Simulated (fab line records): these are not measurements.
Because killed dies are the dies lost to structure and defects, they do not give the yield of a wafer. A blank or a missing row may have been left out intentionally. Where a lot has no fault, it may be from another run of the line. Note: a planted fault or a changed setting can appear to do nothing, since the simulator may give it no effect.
Problem report, 8D (eight disciplines) form, completed by code    flow sky130    the parts of the form that need people (team, actions taken, sign-off) are left out

== 1. THE PROBLEM ==
Wafers free of any fault read 1741 nm (standard deviation 19) for VIA4_HDPCVD_THK at SKY_VIA4_THK_MEAS_01, against a mean of 2094 nm on 3 wafers of 3 lots. Measured from the usual mean, that is +19 standard deviations.
First observed at day 46 07:28: wafer L998.3, on film metro-02. At this step, 36 wafers from 12 lots have a number in the record. By rule, "out" or "out of limits" means more than 4 standard deviations away from the usual mean. All remaining wafers that have a number are taken as sound.

== 2. WHAT IT IS AND WHAT IT IS NOT ==
question                     is                                           is not
which readings at this step  VIA4_HDPCVD_THK                              -
which lots                   L100, L101, L998                             L106, L983, L986, L987, L988, L991, L992, L993, L996
which wafers of those lots   L100.5, L101.4, L998.3                       L100.3, L100.4, L101.1, L101.6, L998.1, L998.6
read on which gauges         film metro-02, film metro-03, film metro-04  -
when                         from day 46 07:28                            up to then (26 sound wafers); but 7 sound wafers of L100, L101, L106 came after

== 3. THE SUSPECTS, EACH WITH WHAT RULES IT OUT ==
Counting: any tool at a process step up to the reading remains a suspect provided it ran every lot that is out. Sound lots after the first of them don't rule it out here, since some wafers of a struck lot are sound.
- the gauge at SKY_VIA4_THK_MEAS_01: ruled out. Those wafers that are out were read across 3 gauges (film metro-02, film metro-03, film metro-04).
- pvd sputter-03 at SKY_METAL4_SPUTTER_01 (material TiN, target thk 20 nm, time 16.7 s): kept. It ran every lot that is out, first L998 (day 44 10:13); its last sound lot up to then is L993 (day 42 19:10).
- pvd sputter-03 at SKY_METAL4_SPUTTER_04 (material TiN, target thk 70 nm, time 58.3 s): kept. It ran every lot that is out, first L998 (day 44 10:18); its last sound lot up to then is L993 (day 42 19:15).
- hdpcvd-01 at SKY_VIA4_HDPCVD_00 (deposits SiO2, target thk 1750 nm, time 291.7 s): kept. It ran every lot that is out, first L998 (day 46 07:17); its last sound lot up to then is L993 (day 44 18:37). Out on those wafers are its own readings of sih4 flow sccm.
- At SKY_VIA4_HDPCVD_00, inside hdpcvd-01: chamber 2 took the wafers that are out, while their sound lot-mates went through chambers 0, 1.
Left after counting: pvd sputter-03 at SKY_METAL4_SPUTTER_01, pvd sputter-03 at SKY_METAL4_SPUTTER_04, hdpcvd-01 at SKY_VIA4_HDPCVD_00.

== 4. THE CAUSE (what the simulator had put in) ==
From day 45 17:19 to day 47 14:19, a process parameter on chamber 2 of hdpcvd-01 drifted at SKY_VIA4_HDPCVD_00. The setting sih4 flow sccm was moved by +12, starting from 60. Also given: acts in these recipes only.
This tool is one of the 3 suspects left after counting.

== 5. THE CHAIN OF EFFECTS, in route order ==
Each row: a reading where the mean over the struck wafers with a number is more than 3 standard deviations away from the usual. Only readings for which the record gives a usual standard deviation are gone through. hours: the time from each lot's start at the first step in this table that gives one to its start at this step, as a median over the lots. sigmas: the change in usual standard deviations.
hours  step                  reading          usual       on struck wafers  change  sigmas
0      SKY_VIA4_HDPCVD_00    sih4 flow sccm   59.99 sccm  71.84             +11.85  +66
0      SKY_VIA4_THK_MEAS_01  VIA4_HDPCVD_THK  1741 nm     2094              +353    +19
Its process steps:
- SKY_VIA4_HDPCVD_00: deposits SiO2, target thk 1750 nm, time 291.7 s.

== 6. HOW IT WOULD HAVE BEEN CAUGHT EARLIER ==
14 hours passed between the start of the fault at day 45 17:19 and the first reading out of limits at a measuring or inspecting step in this record, taken at day 46 07:28.
The tool's own readings at SKY_VIA4_HDPCVD_00 were out on every struck wafer that the step has a row for (sih4 flow sccm): an alarm limit on them would have fired on the first of those.
Lots out: 3; of these, L100, L101 started SKY_VIA4_HDPCVD_00 on hdpcvd-01 after day 46 07:28. A hold on the tool at that time would have spared those 2.
